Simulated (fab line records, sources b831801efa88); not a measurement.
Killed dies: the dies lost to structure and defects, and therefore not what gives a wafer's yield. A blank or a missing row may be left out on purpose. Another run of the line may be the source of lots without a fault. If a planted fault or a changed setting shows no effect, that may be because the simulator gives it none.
Chamber matching / flow gf180mcu / cmp-02 running GF_V4_CMP_26: 4 sister chambers
The step polishes, stops on SiO2, t overpolish 15 s, target thk 0 nm. 4 wafers are shown with their chamber, then 8 later ones without.

== WAFERS WITH THEIR CHAMBER ==
wafer=L600.5; chamber=3; motor current A (A)=9.6
wafer=L615.5; chamber=1; motor current A (A)=12.1
wafer=L615.6; chamber=0; motor current A (A)=10.4
wafer=L618.1; chamber=2; motor current A (A)=10.9

== WAFERS MISSING THEIR CHAMBER ==
wafer=L618.5; motor current A (A)=12.7
wafer=L618.6; motor current A (A)=11.3
wafer=L619.1; motor current A (A)=11.6
wafer=L619.3; motor current A (A)=12.7
wafer=L619.4; motor current A (A)=10.9
wafer=L620.1; motor current A (A)=9.9
wafer=L620.3; motor current A (A)=13.5
wafer=L620.4; motor current A (A)=10.5

== CHAMBER TAKEN BY EACH ==
wafer=L618.5; from the rows above=can't be placed: 1 or 2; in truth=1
wafer=L618.6; from the rows above=can't be placed: 2 or 1 or 0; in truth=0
wafer=L619.1; from the rows above=can't be placed: 1 or 2 or 0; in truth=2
wafer=L619.3; from the rows above=can't be placed: 1 or 2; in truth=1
wafer=L619.4; from the rows above=can't be placed: 2 or 0 or 1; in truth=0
wafer=L620.1; from the rows above=can't be placed: 3 or 0 or 2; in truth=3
wafer=L620.3; from the rows above=can't be placed: 1 or 2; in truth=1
wafer=L620.4; from the rows above=can't be placed: 0 or 2 or 3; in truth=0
Placed correctly: 0 of 8. Not placeable from these rows: 8 (in 8, the candidates include the true chamber). Number placed wrongly: 0.
How it was worked out, from the rows above alone: a wafer's distance from a chamber is the root of the sum, over the readings, of the square of ((its reading less the chamber's mean) divided by the reading's scatter). If the next closest chamber is less than 2 further off than the closest, the wafer can't be placed; otherwise it belongs to the closest. For every chamber, the mean is computed from those of its wafers that are shown. The scatter (one wafer shown for each chamber): square how far every hidden wafer sits from the nearest shown wafer, average those squares and take the square root.
